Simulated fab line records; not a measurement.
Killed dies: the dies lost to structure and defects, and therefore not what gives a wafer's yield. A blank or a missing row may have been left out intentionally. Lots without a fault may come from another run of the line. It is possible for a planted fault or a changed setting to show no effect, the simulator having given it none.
fab line records + flow sky130
record
- lots=13
- wafers=39
- last-day=50
route steps=708 shown METAL4@635 PAD_OPEN@708
lots with no fault: from the same line, run without faults
start-h: hours from the record's first day to the start of the lot's first wafer shown + wait-h: hours from the lot's prior step to this one + " same as the row above + L1.1+2: a single row standing in for several wafers + - value missing, or start not given + * or withheld: withheld + < > ~ a bound
route shown NAME@n: names a module that has steps shown in the file, with the first one's number in the route + usual: mean and standard deviation over wafers with no fault + same: alike in all rows + chamber/n: place in a boat + sites: readings site by site + _std_site: the standard deviation of these + _edge_site: inner sites' mean taken away from outer sites' mean + radius-mm: for every site, how far away it sits from the centre of the wafer + mask NAME#n: copy n + behind: tool/chamber where the wafer was last shaped + hold: what put the lot on hold/how long, in hours/how the hold closed + device: the transistor (n, p or np) that didn't switch + end of line: the tests these same wafers got at the end of their route + step lacking rows: just its recipe + killed: the dies lost at the first sort to structure and to defects; this is not the yield of the wafer + map: per-die view of a wafer (x killed, . not killed, _ where there is no die)
set.NAME: the setting that was run; set.NAME@STEP: the one run at that earlier step + model.NAME: the simulator's own value behind a step, which no gauge read
a sample of lots followed through the steps of the route, with each step as a table and each wafer as a row
services: the hour from which a tool's chamber was out of use, counted from the record's first day as start-h (under 0 if before that day), plus the number of hours and why
## steps
# step SKY_METAL4_STRIP_19
# recipe
- chemistry=O2/N2
- power-w=1400
- pressure-mtorr=1500
- platen-temp-c=withheld
- o2-flow-sccm=3000
- n2-flow-sccm=300
- overash-fraction=0.5
# usual
- drypump-motor-current-A=5.7/0.37
- oes-product-au=0.501/0.0062
- strip-time-to-endpoint-s=6.51/0.086
| lot.wafer | tool            | chamber | start-h | wait-h | drypump-motor-current-A | oes-product-au | rf-hours-counter-h | strip-time-to-endpoint-s |
|-----------|-----------------|---------|---------|--------|-------------------------|----------------|--------------------|--------------------------|
| L166.3    | plasma-asher-02 | 0       | 975.60  | 0.1    | 6.1                     | 0.496          | -                  | 6.41                     |
| L166.4    | "               | 1       | "       | "      | 5.5                     | 0.513          | -                  | 6.62                     |
| L166.5    | "               | 0       | "       | "      | 6.1                     | 0.501          | -                  | 6.58                     |
| L167.1    | plasma-asher-03 | 0       | 977.13  | 0.1    | 5.7                     | 0.498          | 86                 | 6.52                     |
| L167.4    | "               | 1       | "       | "      | 5.7                     | 0.502          | -                  | 6.47                     |
| L167.6    | "               | 0       | "       | "      | 5.7                     | 0.505          | -                  | 6.45                     |
| L168.1    | plasma-asher-02 | 0       | 980.89  | 0.1    | 6.1                     | 0.508          | 111                | 6.55                     |
| L168.2    | "               | 1       | "       | "      | 5.5                     | 0.493          | 111                | 6.33                     |
| L168.6    | "               | 0       | "       | "      | 6.1                     | 0.509          | -                  | 6.52                     |
| L169.1    | plasma-asher-04 | 0       | 995.10  | 0.1    | 6.1                     | 0.511          | 57                 | 6.66                     |
| L169.5    | "               | 0       | "       | "      | 6.2                     | 0.501          | -                  | 6.61                     |
| L169.6    | "               | 1       | "       | "      | 5.2                     | 0.501          | -                  | 6.54                     |
| L170.1    | plasma-asher-03 | 0       | 999.27  | 0.1    | 5.8                     | 0.493          | 87                 | 6.38                     |
| L170.3    | "               | 1       | "       | "      | 5.7                     | 0.490          | -                  | 6.30                     |
| L170.6    | "               | 0       | "       | "      | 5.8                     | 0.497          | -                  | 6.50                     |
| L176.2    | plasma-asher-02 | 1       | 1040.71 | 0.1    | 5.4                     | 0.513          | 117                | 6.67                     |
| L176.3    | "               | 1       | "       | "      | 5.5                     | 0.507          | -                  | 6.66                     |
| L176.5    | "               | 1       | "       | "      | 5.5                     | 0.500          | -                  | 6.59                     |
| L178.1    | plasma-asher-02 | 0       | 1051.45 | 0.1    | 6.1                     | 0.505          | 118                | 6.45                     |
| L178.2    | "               | 1       | "       | "      | 5.4                     | 0.501          | 118                | 6.58                     |
| L178.6    | "               | 1       | "       | "      | 5.4                     | 0.506          | -                  | 6.59                     |
| L180.1    | plasma-asher-04 | 1       | 1059.15 | 0.1    | 5.2                     | 0.505          | 63                 | 6.53                     |
| L180.2    | "               | 0       | "       | "      | 6.1                     | 0.501          | 63                 | 6.39                     |
| L180.5    | "               | 0       | "       | "      | 6.1                     | 0.503          | -                  | 6.52                     |
| L186.2    | plasma-asher-04 | 1       | 1102.50 | 0.1    | 5.2                     | 0.495          | 65                 | 6.44                     |
| L186.4    | "               | 0       | "       | "      | 6.1                     | 0.503          | -                  | 6.52                     |
| L186.6    | "               | 1       | "       | "      | 5.1                     | 0.502          | -                  | 6.49                     |
| L185.1    | plasma-asher-03 | 1       | 1104.40 | 0.1    | 5.7                     | 0.496          | 99                 | 6.46                     |
| L185.4    | "               | 0       | "       | "      | 5.8                     | 0.505          | -                  | 6.46                     |
| L185.5    | "               | 1       | "       | "      | 5.7                     | 0.500          | -                  | 6.44                     |
| L187.1    | plasma-asher-04 | 1       | 1110.45 | 0.1    | 5.2                     | 0.496          | 66                 | 6.50                     |
| L187.3    | "               | 0       | "       | "      | 6.2                     | 0.503          | -                  | 6.46                     |
| L187.5    | "               | 1       | "       | "      | 5.2                     | 0.496          | -                  | 6.50                     |
| L188.1    | plasma-asher-04 | 0       | 1110.93 | 0.1    | 6.1                     | 0.505          | 66                 | 6.59                     |
| L188.3    | "               | 0       | "       | "      | 6.1                     | 0.496          | -                  | 6.42                     |
| L188.6    | "               | 1       | "       | "      | 5.2                     | 0.497          | -                  | 6.43                     |
| L189.2    | plasma-asher-04 | 1       | 1115.93 | 0.2    | 5.2                     | 0.503          | 66                 | 6.63                     |
| L189.3    | "               | 1       | "       | "      | 5.2                     | 0.510          | -                  | 6.69                     |
| L189.5    | "               | 1       | "       | "      | 5.2                     | 0.512          | -                  | 6.61                     |
# step SKY_PAD_OPEN_PROBE_99
# usual
- defect-limited-yield=82.5/1.9
- killed_at_M0_to_M3=42/7.4
- killed_at_M4_up=3.4/1.8
- killed-at-contacts=25/5.4
- killed-at-front-end=15/4.4
- killed-at-other=0.2/0.52
- killed-dies=86/9.3
- killed-open=47/7.6
- killed-short=39/6.5
- sort_bin_3_pad_short=0.9/0.46
- sort_bin_5_function=10.3/1.5
- sort_bin_6_memory=6.3/1.2
- sort-n-pass=406/9.3
- sort-yield-pct=82.5/1.9
# same
- gross-dies=492
- killed-at-back-side=0
- sort_bin_4_leakage[%]=0
- sort_bin_8_speed[%]=0
| lot.wafer | tool      | chamber | start-h | wait-h | hold                     | defect-limited-yield[%] | killed_at_M0_to_M3 | killed_at_M4_up | killed-at-contacts | killed-at-front-end | killed-at-other | killed-dies | killed-open | killed-short | sort_bin_3_pad_short[%] | sort_bin_5_function[%] | sort_bin_6_memory[%] | sort-n-pass | sort-yield-pct[%] |
|-----------|-----------|---------|---------|--------|--------------------------|-------------------------|--------------------|-----------------|--------------------|---------------------|-----------------|-------------|-------------|--------------|-------------------------|------------------------|----------------------|-------------|-------------------|
| L166.3    | prober-02 | -       | 1072.08 | 0.2    | -                        | 80.3                    | 58                 | 1               | 24                 | 14                  | 0               | 97          | 52          | 45           | 1.0                     | 12.0                   | 6.7                  | 395         | 80.3              |
| L166.4    | prober-02 | -       | 1072.13 | 0.2    | -                        | 82.1                    | 47                 | 1               | 22                 | 18                  | 0               | 88          | 45          | 43           | 1.4                     | 9.8                    | 6.7                  | 404         | 82.1              |
| L166.5    | prober-02 | -       | 1072.18 | 0.2    | -                        | 80.7                    | 57                 | 4               | 24                 | 10                  | 0               | 95          | 50          | 45           | 1.6                     | 10.6                   | 7.1                  | 397         | 80.7              |
| L167.1    | prober-01 | -       | 1072.98 | 0.1    | -                        | 83.1                    | 41                 | 4               | 21                 | 17                  | 0               | 83          | 50          | 33           | 0.4                     | 9.1                    | 7.3                  | 409         | 83.1              |
| L167.4    | prober-01 | -       | 1073.13 | 0.2    | -                        | 80.3                    | 53                 | 2               | 23                 | 19                  | 0               | 97          | 57          | 40           | 1.4                     | 12.8                   | 5.5                  | 395         | 80.3              |
| L167.6    | prober-01 | -       | 1073.23 | 0.2    | -                        | 83.1                    | 41                 | 3               | 19                 | 19                  | 1               | 83          | 44          | 39           | 0.6                     | 8.9                    | 7.3                  | 409         | 83.1              |
| L168.1    | prober-02 | -       | 1076.16 | 0.1    | -                        | 83.9                    | 43                 | 2               | 20                 | 14                  | 0               | 79          | 49          | 30           | 0.4                     | 10.4                   | 5.3                  | 413         | 83.9              |
| L168.2    | prober-02 | -       | 1076.21 | 0.1    | -                        | 83.1                    | 48                 | 3               | 25                 | 7                   | 0               | 83          | 47          | 36           | 0.6                     | 8.3                    | 7.9                  | 409         | 83.1              |
| L168.6    | prober-02 | -       | 1076.41 | 0.2    | -                        | 82.7                    | 38                 | 6               | 28                 | 12                  | 1               | 85          | 44          | 41           | 0.4                     | 9.8                    | 7.1                  | 407         | 82.7              |
| L169.1    | prober-01 | -       | 1087.99 | 0.1    | -                        | 82.3                    | 41                 | 6               | 25                 | 14                  | 1               | 87          | 43          | 44           | 1.0                     | 8.9                    | 7.7                  | 405         | 82.3              |
| L169.5    | prober-01 | -       | 1088.19 | 0.2    | -                        | 84.8                    | 48                 | 4               | 15                 | 8                   | 0               | 75          | 37          | 38           | 0.6                     | 10.0                   | 4.7                  | 417         | 84.8              |
| L169.6    | prober-01 | -       | 1088.24 | 0.2    | -                        | 84.8                    | 33                 | 6               | 23                 | 13                  | 0               | 75          | 44          | 31           | 0.6                     | 8.5                    | 6.1                  | 417         | 84.8              |
| L170.1    | prober-02 | -       | 1090.45 | 0.1    | -                        | 84.8                    | 37                 | 3               | 17                 | 18                  | 0               | 75          | 33          | 42           | 1.0                     | 8.7                    | 5.5                  | 417         | 84.8              |
| L170.3    | prober-02 | -       | 1090.55 | 0.2    | -                        | 82.9                    | 36                 | 2               | 25                 | 21                  | 0               | 84          | 51          | 33           | 0.4                     | 8.7                    | 7.9                  | 408         | 82.9              |
| L170.6    | prober-02 | -       | 1090.70 | 0.2    | -                        | 81.5                    | 40                 | 7               | 30                 | 13                  | 1               | 91          | 54          | 37           | 0.8                     | 10.8                   | 6.9                  | 401         | 81.5              |
| L176.2    | prober-02 | -       | 1128.70 | 0.1    | await-dispo/1.0h/release | 71.7                    | 40                 | 69              | 17                 | 12                  | 1               | 139         | 36          | 36           | 4.3                     | 16.3                   | 7.7                  | 353         | 71.7              |
| L176.3    | prober-02 | -       | 1128.75 | 0.2    | await-dispo/1.0h/release | 73.0                    | 41                 | 57              | 22                 | 13                  | 0               | 133         | 37          | 41           | 4.5                     | 16.3                   | 6.3                  | 359         | 73.0              |
| L176.5    | prober-02 | -       | 1128.85 | 0.2    | await-dispo/1.0h/release | 72.0                    | 32                 | 75              | 16                 | 15                  | 0               | 138         | 31          | 36           | 4.3                     | 17.9                   | 5.9                  | 354         | 72.0              |
| L178.1    | prober-02 | -       | 1138.21 | 0.1    | await-dispo/1.9h/release | 83.9                    | 37                 | 4               | 26                 | 12                  | 0               | 79          | 40          | 39           | 0.4                     | 11.0                   | 4.7                  | 413         | 83.9              |
| L178.2    | prober-02 | -       | 1138.26 | 0.1    | await-dispo/1.9h/release | 69.7                    | 42                 | 66              | 25                 | 16                  | 0               | 149         | 46          | 38           | 5.3                     | 18.9                   | 6.1                  | 343         | 69.7              |
| L178.6    | prober-02 | -       | 1138.46 | 0.2    | await-dispo/1.9h/release | 71.1                    | 33                 | 70              | 20                 | 18                  | 1               | 142         | 48          | 27           | 4.1                     | 18.5                   | 6.3                  | 350         | 71.1              |
| L180.1    | prober-02 | -       | 1143.60 | 0.1    | -                        | 85.4                    | 35                 | 0               | 23                 | 14                  | 0               | 72          | 40          | 32           | 0.2                     | 7.9                    | 6.5                  | 420         | 85.4              |
| L180.2    | prober-02 | -       | 1143.65 | 0.1    | -                        | 83.9                    | 34                 | 0               | 26                 | 19                  | 0               | 79          | 43          | 36           | 0.4                     | 7.1                    | 8.5                  | 413         | 83.9              |
| L180.5    | prober-02 | -       | 1143.80 | 0.2    | -                        | 82.9                    | 45                 | 4               | 25                 | 10                  | 0               | 84          | 48          | 36           | 1.4                     | 9.6                    | 6.1                  | 408         | 82.9              |
| L186.2    | prober-02 | -       | 1180.29 | 0.1    | -                        | 82.7                    | 36                 | 2               | 28                 | 18                  | 1               | 85          | 42          | 43           | 0.6                     | 10.4                   | 6.3                  | 407         | 82.7              |
| L186.4    | prober-02 | -       | 1180.39 | 0.2    | -                        | 85.4                    | 37                 | 4               | 24                 | 7                   | 0               | 72          | 42          | 30           | 0.4                     | 8.7                    | 5.5                  | 420         | 85.4              |
| L186.6    | prober-02 | -       | 1180.49 | 0.2    | -                        | 84.6                    | 34                 | 2               | 30                 | 10                  | 0               | 76          | 41          | 35           | 0.6                     | 9.1                    | 5.7                  | 416         | 84.6              |
| L185.1    | prober-01 | -       | 1182.60 | 0.1    | -                        | 83.1                    | 43                 | 2               | 21                 | 16                  | 1               | 83          | 37          | 46           | 1.0                     | 9.3                    | 6.5                  | 409         | 83.1              |
| L185.4    | prober-01 | -       | 1182.75 | 0.2    | -                        | 83.7                    | 36                 | 4               | 27                 | 12                  | 1               | 80          | 41          | 39           | 1.6                     | 8.7                    | 5.9                  | 412         | 83.7              |
| L185.5    | prober-01 | -       | 1182.80 | 0.2    | -                        | 82.7                    | 33                 | 3               | 33                 | 16                  | 0               | 85          | 46          | 39           | 0.6                     | 11.4                   | 5.3                  | 407         | 82.7              |
| L187.1    | prober-02 | -       | 1186.65 | 0.1    | -                        | 87.0                    | 29                 | 0               | 21                 | 13                  | 1               | 64          | 40          | 24           | 1.4                     | 6.5                    | 5.1                  | 428         | 87.0              |
| L187.3    | prober-02 | -       | 1186.75 | 0.2    | -                        | 82.5                    | 49                 | 4               | 21                 | 12                  | 0               | 86          | 45          | 41           | 0.4                     | 8.3                    | 8.7                  | 406         | 82.5              |
| L187.5    | prober-02 | -       | 1186.85 | 0.2    | -                        | 83.7                    | 35                 | 3               | 23                 | 17                  | 2               | 80          | 41          | 39           | 0.4                     | 10.8                   | 5.1                  | 412         | 83.7              |
| L188.1    | prober-01 | -       | 1188.15 | 0.1    | -                        | 83.5                    | 33                 | 4               | 25                 | 19                  | 0               | 81          | 36          | 45           | 0.2                     | 10.8                   | 5.5                  | 411         | 83.5              |
| L188.3    | prober-01 | -       | 1188.25 | 0.2    | -                        | 81.9                    | 46                 | 0               | 27                 | 16                  | 0               | 89          | 47          | 42           | 0.8                     | 9.8                    | 7.5                  | 403         | 81.9              |
| L188.6    | prober-01 | -       | 1188.40 | 0.2    | -                        | 80.7                    | 45                 | 0               | 34                 | 16                  | 0               | 95          | 46          | 49           | 1.4                     | 11.8                   | 6.1                  | 397         | 80.7              |
| L189.2    | prober-02 | -       | 1191.60 | 0.1    | -                        | 81.1                    | 52                 | 2               | 20                 | 19                  | 0               | 93          | 52          | 41           | 1.2                     | 11.0                   | 6.7                  | 399         | 81.1              |
| L189.3    | prober-02 | -       | 1191.65 | 0.2    | -                        | 83.9                    | 44                 | 3               | 18                 | 14                  | 0               | 79          | 45          | 34           | 1.6                     | 10.0                   | 4.5                  | 413         | 83.9              |
| L189.5    | prober-02 | -       | 1191.75 | 0.2    | -                        | 81.5                    | 43                 | 1               | 27                 | 19                  | 1               | 91          | 46          | 45           | 0.2                     | 10.4                   | 7.9                  | 401         | 81.5              |
# killed by level:class
L166.3 VIA2:geometric-particle:open=11 CONTACT:geometric-particle:open=9 METAL1:geometric-particle:short=9 VIA1:geometric-particle:open=7 VIA3:geometric-particle:short=6 FIELD_ISO:geometric-particle:open=5 VIA2:geometric-particle:short=5 VIA3:geometric-particle:open=5
L166.4 METAL1:geometric-particle:short=12 FIELD_ISO:geometric-particle:open=11 VIA1:geometric-particle:open=8 METAL2:geometric-particle:short=7 VIA3:geometric-particle:open=7 CONTACT:geometric-particle:short=6 LI_CONTACT:geometric-particle:open=5 CONTACT:geometric-particle:open=5
L166.5 METAL2:geometric-particle:short=11 VIA3:geometric-particle:open=11 CONTACT:geometric-particle:open=9 VIA1:geometric-particle:short=7 VIA1:geometric-particle:open=7 LI_CONTACT:geometric-particle:open=6 METAL1:geometric-particle:short=6 VIA2:geometric-particle:open=5
L167.1 VIA1:geometric-particle:open=14 VIA3:geometric-particle:open=11 CONTACT:geometric-particle:open=9 POLY_GATE:geometric-particle:short=6 FIELD_ISO:geometric-particle:open=4 LI_CONTACT:geometric-particle:short=4 METAL2:geometric-particle:short=4 FIELD_ISO:geometric-particle:short=3
L167.4 VIA1:geometric-particle:open=18 CONTACT:geometric-particle:open=10 FIELD_ISO:geometric-particle:open=9 LOCAL_INTERCONNECT:geometric-particle:short=6 VIA3:geometric-particle:open=6 METAL1:geometric-particle:short=5 VIA2:geometric-particle:open=5 FIELD_ISO:geometric-particle:short=4
L167.6 VIA1:geometric-particle:open=10 FIELD_ISO:geometric-particle:open=7 VIA1:geometric-particle:short=7 LI_CONTACT:geometric-particle:open=6 VIA2:geometric-particle:open=6 FIELD_ISO:geometric-particle:short=5 CONTACT:geometric-particle:open=5 VIA3:geometric-particle:open=4
L168.1 VIA1:geometric-particle:open=13 VIA2:geometric-particle:open=7 CONTACT:geometric-particle:open=7 FIELD_ISO:geometric-particle:open=6 METAL2:geometric-particle:short=6 LI_CONTACT:geometric-particle:open=5 CONTACT:geometric-particle:short=4 VIA1:geometric-particle:short=4
L168.2 CONTACT:geometric-particle:open=11 VIA1:geometric-particle:open=9 LI_CONTACT:geometric-particle:open=8 METAL1:geometric-particle:short=8 VIA3:geometric-particle:open=7 METAL2:geometric-particle:short=6 VIA2:geometric-particle:open=6 FIELD_ISO:geometric-particle:open=5
L168.6 CONTACT:geometric-particle:open=14 METAL2:geometric-particle:short=10 VIA1:geometric-particle:open=7 CONTACT:geometric-particle:short=6 VIA3:geometric-particle:open=6 POLY_GATE:geometric-particle:open=5 POLY_GATE:geometric-particle:short=4 VIA1:geometric-particle:short=4
L169.1 CONTACT:geometric-particle:open=10 VIA1:geometric-particle:open=8 VIA2:geometric-particle:open=8 METAL2:geometric-particle:short=6 LI_CONTACT:geometric-particle:open=6 METAL1:geometric-particle:short=6 POLY_GATE:geometric-particle:short=5 VIA1:geometric-particle:short=5
L169.5 VIA1:geometric-particle:open=12 METAL1:geometric-particle:short=10 VIA1:geometric-particle:short=5 VIA2:geometric-particle:open=5 LI_CONTACT:geometric-particle:open=4 CONTACT:geometric-particle:short=4 CONTACT:geometric-particle:open=4 POLY_GATE:geometric-particle:open=3
L169.6 VIA1:geometric-particle:open=9 VIA3:geometric-particle:open=6 LI_CONTACT:geometric-particle:open=6 CONTACT:geometric-particle:open=6 CONTACT:geometric-particle:short=5 VIA2:geometric-particle:open=5 METAL1:geometric-particle:short=4 METAL4:geometric-particle:short=4
L170.1 METAL2:geometric-particle:short=8 VIA1:geometric-particle:open=7 POLY_GATE:geometric-particle:open=6 CONTACT:geometric-particle:short=6 VIA2:geometric-particle:open=5 LOCAL_INTERCONNECT:geometric-particle:short=4 VIA2:geometric-particle:short=4 SPACER:geometric-particle:open=3
L170.3 CONTACT:geometric-particle:open=10 VIA2:geometric-particle:open=8 FIELD_ISO:geometric-particle:open=6 POLY_GATE:geometric-particle:short=6 LOCAL_INTERCONNECT:geometric-particle:short=6 VIA1:geometric-particle:open=6 VIA3:geometric-particle:open=6 LOCAL_INTERCONNECT:geometric-particle:open=5
L170.6 CONTACT:geometric-particle:open=16 VIA1:geometric-particle:open=12 VIA3:geometric-particle:open=8 METAL1:geometric-particle:short=6 METAL4:geometric-particle:short=6 LI_CONTACT:geometric-particle:short=4 FIELD_ISO:geometric-particle:short=4 FIELD_ISO:geometric-particle:open=4
L176.2 METAL4:unspecified=67 VIA1:geometric-particle:open=13 VIA1:geometric-particle:short=7 VIA2:geometric-particle:open=7 CONTACT:geometric-particle:short=6 FIELD_ISO:geometric-particle:short=5 LI_CONTACT:geometric-particle:open=4 LOCAL_INTERCONNECT:geometric-particle:short=4
L176.3 METAL4:unspecified=55 CONTACT:geometric-particle:open=9 METAL1:geometric-particle:short=9 METAL2:geometric-particle:short=9 VIA1:geometric-particle:open=7 VIA2:geometric-particle:open=7 FIELD_ISO:geometric-particle:open=4 FIELD_ISO:geometric-particle:short=4
L176.5 METAL4:unspecified=71 VIA1:geometric-particle:open=8 VIA1:geometric-particle:short=6 POLY_GATE:geometric-particle:short=5 CONTACT:geometric-particle:short=5 VIA2:geometric-particle:open=4 CONTACT:geometric-particle:open=4 METAL1:geometric-particle:short=4
L178.1 CONTACT:geometric-particle:open=10 VIA3:geometric-particle:open=7 LOCAL_INTERCONNECT:geometric-particle:short=5 LI_CONTACT:geometric-particle:open=5 VIA1:geometric-particle:open=5 VIA2:geometric-particle:short=5 VIA3:geometric-particle:short=5 FIELD_ISO:geometric-particle:short=4
L178.2 METAL4:unspecified=65 LI_CONTACT:geometric-particle:open=10 CONTACT:geometric-particle:open=8 VIA2:geometric-particle:open=7 VIA1:geometric-particle:open=6 VIA3:geometric-particle:open=6 FIELD_ISO:geometric-particle:short=5 METAL2:geometric-particle:short=5
L178.6 METAL4:unspecified=67 CONTACT:geometric-particle:open=11 VIA1:geometric-particle:open=9 FIELD_ISO:geometric-particle:short=7 VIA2:geometric-particle:open=6 VIA3:geometric-particle:open=6 FIELD_ISO:geometric-particle:open=5 POLY_GATE:geometric-particle:short=3
L180.1 LI_CONTACT:geometric-particle:open=8 CONTACT:geometric-particle:open=7 VIA1:geometric-particle:open=7 METAL2:geometric-particle:short=5 VIA2:geometric-particle:open=5 FIELD_ISO:geometric-particle:short=4 VIA3:geometric-particle:open=4 METAL2:geometric-particle:open=4
L180.2 CONTACT:geometric-particle:open=9 VIA1:geometric-particle:open=9 LI_CONTACT:geometric-particle:open=8 VIA1:geometric-particle:short=6 METAL2:geometric-particle:short=6 CONTACT:geometric-particle:short=5 FIELD_ISO:geometric-particle:short=4 POLY_GATE:geometric-particle:open=4
L180.5 VIA1:geometric-particle:open=9 VIA3:geometric-particle:open=8 CONTACT:geometric-particle:short=6 CONTACT:geometric-particle:open=6 LI_CONTACT:geometric-particle:open=5 METAL1:geometric-particle:short=5 VIA1:geometric-particle:short=5 METAL2:geometric-particle:short=5
L186.2 CONTACT:geometric-particle:open=11 VIA1:geometric-particle:open=9 METAL1:geometric-particle:short=7 FIELD_ISO:geometric-particle:short=6 LI_CONTACT:geometric-particle:open=6 CONTACT:geometric-particle:short=6 VIA3:geometric-particle:open=5 VIA1:geometric-particle:short=4
L186.4 VIA1:geometric-particle:open=13 LOCAL_INTERCONNECT:geometric-particle:short=7 CONTACT:geometric-particle:open=6 VIA3:geometric-particle:open=5 METAL2:geometric-particle:short=5 FIELD_ISO:geometric-particle:open=4 LI_CONTACT:geometric-particle:open=4 CONTACT:geometric-particle:short=3
L186.6 CONTACT:geometric-particle:open=10 VIA3:geometric-particle:open=8 LI_CONTACT:geometric-particle:open=6 CONTACT:geometric-particle:short=6 VIA1:geometric-particle:open=6 LOCAL_INTERCONNECT:geometric-particle:short=5 METAL2:geometric-particle:short=5 FIELD_ISO:geometric-particle:open=3
L185.1 VIA1:geometric-particle:open=13 LOCAL_INTERCONNECT:geometric-particle:short=7 LI_CONTACT:geometric-particle:open=6 VIA2:geometric-particle:short=6 LI_CONTACT:geometric-particle:short=5 METAL1:geometric-particle:short=5 VIA2:geometric-particle:open=5 FIELD_ISO:geometric-particle:open=4
L185.4 VIA1:geometric-particle:open=8 LI_CONTACT:geometric-particle:open=7 LOCAL_INTERCONNECT:geometric-particle:short=7 VIA3:geometric-particle:open=7 CONTACT:geometric-particle:open=6 METAL1:geometric-particle:short=6 LI_CONTACT:geometric-particle:short=4 METAL2:geometric-particle:short=4
L185.5 VIA1:geometric-particle:open=12 CONTACT:geometric-particle:open=10 CONTACT:geometric-particle:short=9 LI_CONTACT:geometric-particle:open=5 VIA2:geometric-particle:open=5 FIELD_ISO:geometric-particle:short=4 LI_CONTACT:geometric-particle:short=4 METAL2:geometric-particle:short=4
L187.1 VIA2:geometric-particle:open=8 LI_CONTACT:geometric-particle:open=7 CONTACT:geometric-particle:open=7 VIA3:geometric-particle:open=5 FIELD_ISO:geometric-particle:short=4 CONTACT:geometric-particle:short=4 VIA1:geometric-particle:open=3 VIA1:geometric-particle:short=3
L187.3 VIA1:geometric-particle:open=9 VIA2:geometric-particle:open=9 CONTACT:geometric-particle:short=7 VIA3:geometric-particle:open=7 METAL1:geometric-particle:short=5 CONTACT:geometric-particle:open=5 FIELD_ISO:geometric-particle:open=4 VIA2:geometric-particle:short=4
L187.5 CONTACT:geometric-particle:open=12 VIA2:geometric-particle:open=9 METAL2:geometric-particle:short=8 FIELD_ISO:geometric-particle:short=4 POLY_GATE:geometric-particle:short=4 LI_CONTACT:geometric-particle:open=4 CONTACT:geometric-particle:short=4 METAL1:geometric-particle:short=4
L188.1 CONTACT:geometric-particle:short=7 FIELD_ISO:geometric-particle:short=6 LI_CONTACT:geometric-particle:open=6 CONTACT:geometric-particle:open=6 VIA3:geometric-particle:open=6 METAL1:geometric-particle:short=6 METAL2:geometric-particle:short=5 VIA2:geometric-particle:short=4
L188.3 CONTACT:geometric-particle:open=12 VIA1:geometric-particle:open=8 VIA2:geometric-particle:open=7 METAL3:geometric-particle:short=6 POLY_GATE:geometric-particle:short=5 METAL1:geometric-particle:short=5 VIA1:geometric-particle:short=5 VIA3:geometric-particle:open=5
L188.6 CONTACT:geometric-particle:open=12 LI_CONTACT:geometric-particle:open=10 VIA1:geometric-particle:open=9 VIA1:geometric-particle:short=9 LOCAL_INTERCONNECT:geometric-particle:short=6 METAL1:geometric-particle:short=6 METAL2:geometric-particle:short=6 FIELD_ISO:geometric-particle:open=5
L189.2 VIA1:geometric-particle:open=11 POLY_GATE:geometric-particle:open=7 LI_CONTACT:geometric-particle:open=7 METAL2:geometric-particle:short=7 VIA2:geometric-particle:open=7 CONTACT:geometric-particle:open=6 VIA1:geometric-particle:short=6 POLY_GATE:geometric-particle:short=5
L189.3 LI_CONTACT:geometric-particle:open=9 VIA2:geometric-particle:open=8 VIA1:geometric-particle:open=8 FIELD_ISO:geometric-particle:short=6 METAL2:geometric-particle:short=6 VIA1:geometric-particle:short=5 VIA3:geometric-particle:open=5 POLY_GATE:geometric-particle:open=4
L189.5 VIA3:geometric-particle:open=14 LI_CONTACT:geometric-particle:open=8 VIA1:geometric-particle:open=8 POLY_GATE:geometric-particle:short=7 CONTACT:geometric-particle:open=7 LI_CONTACT:geometric-particle:short=5 CONTACT:geometric-particle:short=5 VIA1:geometric-particle:short=5
## services
| tool            | chamber | start-h | hours | kind       |
|-----------------|---------|---------|-------|------------|
| plasma-asher-03 | -       | 985.70  | 5.7   | repair     |
| plasma-asher-02 | -       | 994.06  | 1.3   | repair     |
| plasma-asher-02 | -       | 1055.25 | 9.0   | pm         |
| plasma-asher-02 | 0       | 1055.25 | 9.0   | vent-cycle |
| plasma-asher-02 | 1       | 1055.25 | 9.0   | vent-cycle |
| plasma-asher-04 | -       | 1063.70 | 28.1  | pm         |
| plasma-asher-02 | 0       | 1064.25 | -     | clean      |
| plasma-asher-02 | 1       | 1064.25 | -     | clean      |
| plasma-asher-03 | -       | 1098.16 | 1.7   | repair     |
| plasma-asher-04 | -       | 1105.90 | 0.8   | repair     |
## key
first-sign
- step=SKY_PAD_OPEN_PROBE_99
- reading=killed_at_M4_up
- direction=up
- sigmas=35
- usual=3.4
- struck=67.4
effect
- step=SKY_PAD_OPEN_PROBE_99
- reading=sort_bin_3_pad_short
- direction=up
- sigmas=7.8
- usual=0.9
- struck=4.5
met-at SKY_METAL4_STRIP_19
struck-lots L176,L178
struck-wafers L176.2,L176.3,L176.5,L178.2,L178.6
onset-between 980.89 1040.71
fault
- kind=chamber-particle-source
- tool=plasma-asher-02
- chamber=1
- onset-h=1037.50
- steps=SKY_METAL4_STRIP_19
- rate-per-visit-cm2=1.4919
- end-h=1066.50
